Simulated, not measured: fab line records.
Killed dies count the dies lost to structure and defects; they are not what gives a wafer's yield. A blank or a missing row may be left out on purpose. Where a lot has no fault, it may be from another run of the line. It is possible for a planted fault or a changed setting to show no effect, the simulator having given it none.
What tool caused it?    flow gf180mcu    7 lots, 21 wafers sampled, at 2 steps of a route of 602

== WHAT EACH GAUGE READ, for each wafer ==
GF_V1_OVL_MEAS_15.
lot   measured      on          V1_OVL (nm)
L842  day 18 08:16  overlay-02  -8 4 2
L844  day 19 06:53  overlay-02  5 7 2
L847  day 20 11:56  overlay-01  1 1 1
L853  day 22 23:13  overlay-01  6 7 -4
L857  day 24 07:14  overlay-01  2 -3 -2
L859  day 25 00:20  overlay-01  0 9 8
L864  day 26 05:36  overlay-02  12 -3 2

== EACH LOT AND THE TOOL THAT RAN IT (in order: tool; ch and the chambers of the sampled wafers; start) ==
lot   GF_SAB_WET_ETCH_12
L842  wet-bench-04 ch 3, day 15 06:57
L844  wet-bench-01 ch 0, day 16 05:20
L847  wet-bench-03 ch 2, day 17 08:39
L853  wet-bench-03 ch 0, day 19 13:28
L857  wet-bench-04 ch 2, day 21 05:32
L859  wet-bench-03 ch 3, day 21 23:18
L864  wet-bench-01 ch 3, day 23 08:02
- GF_SAB_WET_ETCH_12: etches SiO2 in dHF, target depth 22 nm, time 440 s.

== THE ANSWER, worked out from the rows above alone ==
Rule: the lots themselves supply what counts as usual. Put in order of their means at a reading, lots are off if they are a third of the lots or fewer, leave a main group of 4 or more, and stand apart from it by a gap of 3 or more times the standard deviation of the main group's means; of several such gaps the widest counts. The tables above print the reading to a certain number of digits; a main group whose means all agree to those digits is not used. A lot without any number at a reading at which 4 lots or more have one is off too. The other lots that the step has rows for count as sound.
Nothing can be told from this: no lot is off at any reading shown.

== WHAT THE SIMULATOR PUT IN ==
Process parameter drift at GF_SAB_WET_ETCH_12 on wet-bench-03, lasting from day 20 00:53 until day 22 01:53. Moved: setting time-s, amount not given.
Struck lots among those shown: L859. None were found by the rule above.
